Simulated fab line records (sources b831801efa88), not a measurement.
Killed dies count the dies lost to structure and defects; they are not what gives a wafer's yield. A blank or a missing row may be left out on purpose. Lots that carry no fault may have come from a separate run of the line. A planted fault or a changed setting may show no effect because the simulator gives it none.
Which tool was responsible? / flow sky130 / 15 lots with 45 wafers sampled at 6 steps, on a route of 708 steps

## WHAT THE GAUGES READ, wafer by wafer
SKY_GATE_OXIDE_TW_MEAS_14.
lot=L944; measured=day 14 12:53; on=film_metro-04; GATE_OXIDE_TW=225.3 225.6 224.3
lot=L945; measured=day 14 20:52; on=film_metro-03; GATE_OXIDE_TW=225.2 225.7 223.6
lot=L946; measured=day 15 01:43; on=film_metro-02; GATE_OXIDE_TW=222.4 223.7 223.1
lot=L949; measured=day 16 10:05; on=film_metro-03; GATE_OXIDE_TW=225.6 224.0 224.8
lot=L950; measured=day 17 00:02; on=film_metro-02; GATE_OXIDE_TW=222.4 221.8 223.2
lot=L951; measured=day 17 03:40; on=film_metro-02; GATE_OXIDE_TW=225.0 223.5 222.4
lot=L957; measured=day 19 11:52; on=film_metro-04; GATE_OXIDE_TW=227.0 227.6 227.0
lot=L958; measured=day 19 19:58; on=film_metro-04; GATE_OXIDE_TW=226.6 226.7 227.4
lot=L959; measured=day 19 20:07; on=film_metro-03; GATE_OXIDE_TW=225.5 224.0 225.9
lot=L960; measured=day 20 12:01; on=film_metro-02; GATE_OXIDE_TW=223.8 224.1 224.3
lot=L961; measured=day 20 22:19; on=film_metro-04; GATE_OXIDE_TW=227.1 226.6 225.2
lot=L962; measured=day 20 22:28; on=film_metro-03; GATE_OXIDE_TW=225.7 224.6 225.9
lot=L963; measured=day 21 18:25; on=film_metro-02; GATE_OXIDE_TW=223.1 223.0 221.9
lot=L964; measured=day 22 10:37; on=film_metro-02; GATE_OXIDE_TW=223.3 221.7 222.9
lot=L965; measured=day 22 11:53; on=film_metro-02; GATE_OXIDE_TW=222.6 223.0 223.6

SKY_POLY_GATE_OVL_MEAS_14.
lot=L944; measured=day 17 02:48; on=overlay-01; POLY_GATE_OVL (nm)=-6 -5 -7
lot=L945; measured=day 17 12:34; on=overlay-01; POLY_GATE_OVL (nm)=3 7 -11
lot=L946; measured=day 17 16:20; on=overlay-02; POLY_GATE_OVL (nm)=11 7 5
lot=L949; measured=day 19 06:59; on=overlay-01; POLY_GATE_OVL (nm)=-7 -9 -7
lot=L950; measured=day 19 23:15; on=overlay-01; POLY_GATE_OVL (nm)=-6 -10 2
lot=L951; measured=day 19 23:05; on=overlay-02; POLY_GATE_OVL (nm)=0 1 -2
lot=L957; measured=day 22 05:06; on=overlay-02; POLY_GATE_OVL (nm)=0 -2 2
lot=L958; measured=day 22 12:50; on=overlay-02; POLY_GATE_OVL (nm)=8 -4 6
lot=L959; measured=day 22 14:26; on=overlay-01; POLY_GATE_OVL (nm)=7 -6 4
lot=L960; measured=day 23 03:38; on=overlay-02; POLY_GATE_OVL (nm)=4 -11 -4
lot=L961; measured=day 23 14:32; on=overlay-02; POLY_GATE_OVL (nm)=-1 -2 -9
lot=L962; measured=day 23 18:14; on=overlay-01; POLY_GATE_OVL (nm)=-8 4 -1
lot=L963; measured=day 24 11:14; on=overlay-02; POLY_GATE_OVL (nm)=-12 -11 -8
lot=L964; measured=day 25 03:26; on=overlay-02; POLY_GATE_OVL (nm)=-1 5 5
lot=L965; measured=day 25 04:59; on=overlay-02; POLY_GATE_OVL (nm)=-1 -1 -1

SKY_LDD_P_CD_MEAS_07: the cd target is 380 nm.
lot=L944; measured=day 19 18:26; on=cd_sem-02; cd_nm (nm)=378.5 376.4 376.5
lot=L945; measured=day 20 05:06; on=cd_sem-01; cd_nm (nm)=380.6 378.3 381.0
lot=L946; measured=day 20 08:47; on=cd_sem-02; cd_nm (nm)=375.5 375.5 375.1
lot=L949; measured=day 21 23:52; on=cd_sem-01; cd_nm (nm)=382.5 383.3 384.2
lot=L950; measured=day 22 15:51; on=cd_sem-02; cd_nm (nm)=376.3 376.8 375.9
lot=L951; measured=day 22 14:37; on=cd_sem-01; cd_nm (nm)=381.2 380.9 381.7
lot=L957; measured=day 24 19:23; on=cd_sem-02; cd_nm (nm)=381.2 382.9 382.9
lot=L958; measured=day 25 02:22; on=cd_sem-01; cd_nm (nm)=379.1 377.2 376.3
lot=L959; measured=day 25 05:31; on=cd_sem-01; cd_nm (nm)=381.3 382.5 379.7
lot=L960; measured=day 25 16:58; on=cd_sem-02; cd_nm (nm)=379.9 379.2 380.1
lot=L961; measured=day 26 04:40; on=cd_sem-01; cd_nm (nm)=379.0 379.2 377.6
lot=L962; measured=day 26 08:22; on=cd_sem-01; cd_nm (nm)=380.4 380.1 382.3
lot=L963; measured=day 26 23:53; on=cd_sem-01; cd_nm (nm)=377.6 377.8 376.8
lot=L964; measured=day 27 16:34; on=cd_sem-02; cd_nm (nm)=381.9 380.7 378.2
lot=L965; measured=day 27 17:49; on=cd_sem-01; cd_nm (nm)=376.8 376.2 376.6

SKY_LDD_P_TW_MEAS_11.
lot=L944; measured=day 19 18:50; on=film_metro-03; LDD_P_TW=643 640 638
lot=L945; measured=day 20 05:30; on=film_metro-02; LDD_P_TW=635 636 634
lot=L946; measured=day 20 09:11; on=film_metro-04; LDD_P_TW=643 640 642
lot=L949; measured=day 22 00:17; on=film_metro-04; LDD_P_TW=30 30 30
lot=L950; measured=day 22 16:15; on=film_metro-04; LDD_P_TW=30 30 30
lot=L951; measured=day 22 15:02; on=film_metro-04; LDD_P_TW=30 30 30
lot=L957; measured=day 24 19:47; on=film_metro-02; LDD_P_TW=627 628 629
lot=L958; measured=day 25 02:47; on=film_metro-03; LDD_P_TW=641 643 642
lot=L959; measured=day 25 05:56; on=film_metro-04; LDD_P_TW=643 645 647
lot=L960; measured=day 25 17:23; on=film_metro-03; LDD_P_TW=642 643 643
lot=L961; measured=day 26 05:05; on=film_metro-03; LDD_P_TW=642 641 644
lot=L962; measured=day 26 08:47; on=film_metro-02; LDD_P_TW=629 634 629
lot=L963; measured=day 27 00:17; on=film_metro-03; LDD_P_TW=647 646 651
lot=L964; measured=day 27 16:59; on=film_metro-03; LDD_P_TW=649 650 651
lot=L965; measured=day 27 18:12; on=film_metro-03; LDD_P_TW=649 650 647

## WHAT TOOL EACH LOT RAN ON (gives the tool, then ch and the chambers of the sampled wafers, and finally the start)
lot=L944; SKY_LDD_N_STRIP_16=plasma_asher-03 ch 0,1, day 18 12:06; SKY_LDD_P_STRIP_10=plasma_asher-02 ch 0,1, day 19 18:44
lot=L945; SKY_LDD_N_STRIP_16=plasma_asher-01 ch 0,1, day 18 22:58; SKY_LDD_P_STRIP_10=plasma_asher-03 ch 0, day 20 05:23
lot=L946; SKY_LDD_N_STRIP_16=plasma_asher-04 ch 0,1, day 19 02:07; SKY_LDD_P_STRIP_10=plasma_asher-04 ch 1, day 20 09:05
lot=L949; SKY_LDD_N_STRIP_16=plasma_asher-04 ch 0,1, day 20 17:22; SKY_LDD_P_STRIP_10=plasma_asher-02 ch 0,1, day 22 00:11
lot=L950; SKY_LDD_N_STRIP_16=plasma_asher-01 ch 0,1, day 21 09:31; SKY_LDD_P_STRIP_10=plasma_asher-03 ch 0,1, day 22 16:08
lot=L951; SKY_LDD_N_STRIP_16=plasma_asher-04 ch 0,1, day 21 08:40; SKY_LDD_P_STRIP_10=plasma_asher-03 ch 0,1, day 22 14:56
lot=L957; SKY_LDD_N_STRIP_16=plasma_asher-03 ch 0,1, day 23 13:25; SKY_LDD_P_STRIP_10=plasma_asher-04 ch 0,1, day 24 19:41
lot=L958; SKY_LDD_N_STRIP_16=plasma_asher-04 ch 0,1, day 23 21:16; SKY_LDD_P_STRIP_10=plasma_asher-04 ch 0,1, day 25 02:41
lot=L959; SKY_LDD_N_STRIP_16=plasma_asher-03 ch 0,1, day 23 23:45; SKY_LDD_P_STRIP_10=plasma_asher-04 ch 0,1, day 25 05:50
lot=L960; SKY_LDD_N_STRIP_16=plasma_asher-01 ch 0,1, day 24 11:55; SKY_LDD_P_STRIP_10=plasma_asher-03 ch 1, day 25 17:17
lot=L961; SKY_LDD_N_STRIP_16=plasma_asher-04 ch 0,1, day 24 23:25; SKY_LDD_P_STRIP_10=plasma_asher-02 ch 0,1, day 26 04:59
lot=L962; SKY_LDD_N_STRIP_16=plasma_asher-04 ch 0,1, day 25 03:09; SKY_LDD_P_STRIP_10=plasma_asher-03 ch 0,1, day 26 08:41
lot=L963; SKY_LDD_N_STRIP_16=plasma_asher-01 ch 0,1, day 25 18:58; SKY_LDD_P_STRIP_10=plasma_asher-03 ch 0,1, day 27 00:11
lot=L964; SKY_LDD_N_STRIP_16=plasma_asher-04 ch 0,1, day 26 11:55; SKY_LDD_P_STRIP_10=plasma_asher-04 ch 0, day 27 16:53
lot=L965; SKY_LDD_N_STRIP_16=plasma_asher-01 ch 0,1, day 26 13:08; SKY_LDD_P_STRIP_10=plasma_asher-03 ch 0,1, day 27 18:07
- SKY_LDD_N_STRIP_16: strips in O2/N2.
- SKY_LDD_P_STRIP_10: strips in O2/N2.

## AS READ BY THE TOOLS THEMSELVES (means over the sampled wafers that have a number; for cases with no such wafer, the mark the record gives instead)
SKY_LDD_N_STRIP_16.
lot=L944; tool=plasma_asher-03; chamber_pressure_mTorr (mTorr)=1499.9; drypump_motor_current_A (A)=6.3; oes_product_au (a.u.)=0.409; strip_time_to_endpoint_s (s)=4.318
lot=L945; tool=plasma_asher-01; chamber_pressure_mTorr (mTorr)=1501.1; drypump_motor_current_A (A)=5.2; oes_product_au (a.u.)=0.406; strip_time_to_endpoint_s (s)=4.301
lot=L946; tool=plasma_asher-04; chamber_pressure_mTorr (mTorr)=1500.1; drypump_motor_current_A (A)=6.1; oes_product_au (a.u.)=0.408; strip_time_to_endpoint_s (s)=4.329
lot=L949; tool=plasma_asher-04; chamber_pressure_mTorr (mTorr)=-; drypump_motor_current_A (A)=-; oes_product_au (a.u.)=-; strip_time_to_endpoint_s (s)=-
lot=L950; tool=plasma_asher-01; chamber_pressure_mTorr (mTorr)=-; drypump_motor_current_A (A)=-; oes_product_au (a.u.)=-; strip_time_to_endpoint_s (s)=-
lot=L951; tool=plasma_asher-04; chamber_pressure_mTorr (mTorr)=-; drypump_motor_current_A (A)=-; oes_product_au (a.u.)=-; strip_time_to_endpoint_s (s)=-
lot=L957; tool=plasma_asher-03; chamber_pressure_mTorr (mTorr)=1500.5; drypump_motor_current_A (A)=6.3; oes_product_au (a.u.)=0.403; strip_time_to_endpoint_s (s)=4.317
lot=L958; tool=plasma_asher-04; chamber_pressure_mTorr (mTorr)=1500.5; drypump_motor_current_A (A)=6.1; oes_product_au (a.u.)=0.405; strip_time_to_endpoint_s (s)=4.311
lot=L959; tool=plasma_asher-03; chamber_pressure_mTorr (mTorr)=1501.3; drypump_motor_current_A (A)=6.3; oes_product_au (a.u.)=0.405; strip_time_to_endpoint_s (s)=4.304
lot=L960; tool=plasma_asher-01; chamber_pressure_mTorr (mTorr)=1500.8; drypump_motor_current_A (A)=5.2; oes_product_au (a.u.)=0.403; strip_time_to_endpoint_s (s)=4.307
lot=L961; tool=plasma_asher-04; chamber_pressure_mTorr (mTorr)=1500.5; drypump_motor_current_A (A)=6.0; oes_product_au (a.u.)=0.406; strip_time_to_endpoint_s (s)=4.315
lot=L962; tool=plasma_asher-04; chamber_pressure_mTorr (mTorr)=1502.1; drypump_motor_current_A (A)=6.1; oes_product_au (a.u.)=0.406; strip_time_to_endpoint_s (s)=4.325
lot=L963; tool=plasma_asher-01; chamber_pressure_mTorr (mTorr)=1499.2; drypump_motor_current_A (A)=5.2; oes_product_au (a.u.)=0.405; strip_time_to_endpoint_s (s)=4.336
lot=L964; tool=plasma_asher-04; chamber_pressure_mTorr (mTorr)=1499.9; drypump_motor_current_A (A)=6.1; oes_product_au (a.u.)=0.408; strip_time_to_endpoint_s (s)=4.317
lot=L965; tool=plasma_asher-01; chamber_pressure_mTorr (mTorr)=1498.7; drypump_motor_current_A (A)=5.2; oes_product_au (a.u.)=0.407; strip_time_to_endpoint_s (s)=4.308

SKY_LDD_P_STRIP_10.
lot=L944; tool=plasma_asher-02; chamber_pressure_mTorr (mTorr)=1499.4; drypump_motor_current_A (A)=5.5; oes_product_au (a.u.)=0.714; strip_time_to_endpoint_s (s)=14.20
lot=L945; tool=plasma_asher-03; chamber_pressure_mTorr (mTorr)=1501.8; drypump_motor_current_A (A)=5.9; oes_product_au (a.u.)=0.714; strip_time_to_endpoint_s (s)=14.16
lot=L946; tool=plasma_asher-04; chamber_pressure_mTorr (mTorr)=1500.3; drypump_motor_current_A (A)=6.0; oes_product_au (a.u.)=0.719; strip_time_to_endpoint_s (s)=14.21
lot=L949; tool=plasma_asher-02; chamber_pressure_mTorr (mTorr)=1500.2; drypump_motor_current_A (A)=5.6; oes_product_au (a.u.)=0.721; strip_time_to_endpoint_s (s)=18.70
lot=L950; tool=plasma_asher-03; chamber_pressure_mTorr (mTorr)=1500.1; drypump_motor_current_A (A)=6.3; oes_product_au (a.u.)=0.718; strip_time_to_endpoint_s (s)=18.65
lot=L951; tool=plasma_asher-03; chamber_pressure_mTorr (mTorr)=1500.1; drypump_motor_current_A (A)=6.1; oes_product_au (a.u.)=0.716; strip_time_to_endpoint_s (s)=18.74
lot=L957; tool=plasma_asher-04; chamber_pressure_mTorr (mTorr)=1500.1; drypump_motor_current_A (A)=6.1; oes_product_au (a.u.)=0.718; strip_time_to_endpoint_s (s)=14.17
lot=L958; tool=plasma_asher-04; chamber_pressure_mTorr (mTorr)=1500.0; drypump_motor_current_A (A)=6.1; oes_product_au (a.u.)=0.717; strip_time_to_endpoint_s (s)=14.20
lot=L959; tool=plasma_asher-04; chamber_pressure_mTorr (mTorr)=1500.0; drypump_motor_current_A (A)=6.1; oes_product_au (a.u.)=0.716; strip_time_to_endpoint_s (s)=14.17
lot=L960; tool=plasma_asher-03; chamber_pressure_mTorr (mTorr)=1499.6; drypump_motor_current_A (A)=6.5; oes_product_au (a.u.)=0.721; strip_time_to_endpoint_s (s)=14.15
lot=L961; tool=plasma_asher-02; chamber_pressure_mTorr (mTorr)=1498.8; drypump_motor_current_A (A)=5.7; oes_product_au (a.u.)=0.718; strip_time_to_endpoint_s (s)=14.12
lot=L962; tool=plasma_asher-03; chamber_pressure_mTorr (mTorr)=1500.3; drypump_motor_current_A (A)=6.1; oes_product_au (a.u.)=0.714; strip_time_to_endpoint_s (s)=14.19
lot=L963; tool=plasma_asher-03; chamber_pressure_mTorr (mTorr)=1501.3; drypump_motor_current_A (A)=6.1; oes_product_au (a.u.)=0.714; strip_time_to_endpoint_s (s)=14.20
lot=L964; tool=plasma_asher-04; chamber_pressure_mTorr (mTorr)=1499.1; drypump_motor_current_A (A)=6.0; oes_product_au (a.u.)=0.715; strip_time_to_endpoint_s (s)=14.12
lot=L965; tool=plasma_asher-03; chamber_pressure_mTorr (mTorr)=1499.6; drypump_motor_current_A (A)=6.3; oes_product_au (a.u.)=0.718; strip_time_to_endpoint_s (s)=14.14

## THE ANSWER, worked out from the rows above alone
Rule: the usual values come from the lots themselves. Put in order of their means at a reading, lots are off if they are a third of the lots or fewer, leave a main group of 4 or more, and stand apart from it by a gap of 3 or more times the standard deviation of the main group's means; of several such gaps the widest counts. A main group whose means are all the same, to the digits that the tables above print for the reading, isn't used. Also off: a lot with no number at a reading for which 4 or more lots have one. The other lots that the step has rows for count as sound. Order of review: gauges by route order, followed by the tools' own readings, for which a lot's mean as printed above is used. At the first step where some lot is off, the reading lying furthest off is the one used; lots without a number count as furthest.
Off: L949, L950, L951, at SKY_LDD_P_TW_MEAS_11 (LDD_P_TW). Mean 641 and standard deviation 6.6 in the main group.
If a tool, at a process step before that reading, ran all the lots that are off and no sound lot after the first of them, it fits. The gauges at SKY_LDD_P_TW_MEAS_11 aren't tried: what is off there is off at SKY_LDD_N_STRIP_16 too, on other tools, and a gauge's error can't cause that. Not one of the candidates tried fits.

## WHAT THE SIMULATOR HAD PUT IN
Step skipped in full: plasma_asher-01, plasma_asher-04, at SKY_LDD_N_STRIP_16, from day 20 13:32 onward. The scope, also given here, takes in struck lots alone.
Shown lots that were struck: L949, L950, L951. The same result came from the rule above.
